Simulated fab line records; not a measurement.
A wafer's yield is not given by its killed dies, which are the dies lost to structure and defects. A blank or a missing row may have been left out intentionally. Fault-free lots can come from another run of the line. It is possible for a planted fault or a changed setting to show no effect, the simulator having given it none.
A struck lot beside a sound one | flow sky130 | 15 out of 708 route steps
Sound: these wafers, L514.4, L514.5, L514.6. Wafers L511.1, L511.2, L511.6 were the ones struck. Last of all comes the cause.
Per side, at each step with rows, come the tool, then ch with its chambers, and then its first start. Under that, the readings that differ: sound wafers | struck wafers | difference of the means | sigmas: that difference in standard deviations of wafers without a fault.
alike: same words and numbers on both sides, and readings whose means sit less than 2 such deviations apart. not compared: any withheld reading, any reading some wafer has no value for, any bound like >300 that may hide the same value, and any number with overlapping values for which the record gives no deviation.
A row with sigmas, a row that says differs or no value, or rows on one side alone: a step with any of these is where the two part. When numbers do not overlap yet have no deviation, they are printed without sigmas and do not part them. A reading that every wafer of one side lacks parts them only if that side has two wafers or more.

SKY_POLY_GATE_CD_MEAS_22:
  struck on cd-sem-02, day 21 07:26; sound on cd-sem-01, day 21 22:35
  alike: cd-nm
then, 7 steps without rows for these wafers: SKY_LDD_N_DEHYDRATE_00 (time 60 s); SKY_LDD_N_HMDS_01 (prime time 60 s); SKY_LDD_N_COAT_02 (resist thk 300 nm); SKY_LDD_N_SOFTBAKE_03 (time 60 s); SKY_LDD_N_EXPOSE_04 (exposes mask NTM, target cd 840 nm); SKY_LDD_N_PEB_05; SKY_LDD_N_DEVELOP_06 (develop time 60 s).
SKY_LDD_N_OVL_MEAS_07:
  struck on overlay-01, day 22 14:22; sound on overlay-02, day 23 04:35
  alike: LDD_N_OVL
then, 3 steps without rows for these wafers: SKY_LDD_N_IMPLANT_08; SKY_LDD_N_IMPLANT_09; SKY_LDD_N_IMPLANT_10.
SKY_LDD_N_IMPLANT_11:
  sound on implanter-02 ch 0, day 23 05:08; struck on implanter-01 ch 0, day 22 14:52
  reading                   | sound                | struck               | difference | sigmas
  beam-energy-keV           | 20.002 19.990 19.998 | 20.396 20.413 20.408 | +0.409     | +67
  model.implant.drp-nm (nm) | 7.212 7.212 7.212    | 7.312 7.312 7.312    | +0.100     |
  alike: end-station-pressure-torr, faraday-current-uA, rotation-deg
then, 1 step without rows for these wafers: SKY_LDD_N_IMPLANT_12.
-- here the record skips 27 days between the struck wafers' starts before and after, leaving off in module LDD_N and picking up in module PAD_OPEN (first step shown: number 708 of the route) --
SKY_PAD_OPEN_PROBE_99:
  only the struck wafers here have rows in the record (prober-01, day 49 03:15); the sound ones have none

== WHERE THEY PART ==
Earliest at SKY_LDD_N_IMPLANT_11; latest, in this record, at SKY_PAD_OPEN_PROBE_99.

WHY: the cause the simulator had injected
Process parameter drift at SKY_LDD_N_IMPLANT_11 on implanter-01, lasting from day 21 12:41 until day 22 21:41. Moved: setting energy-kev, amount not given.
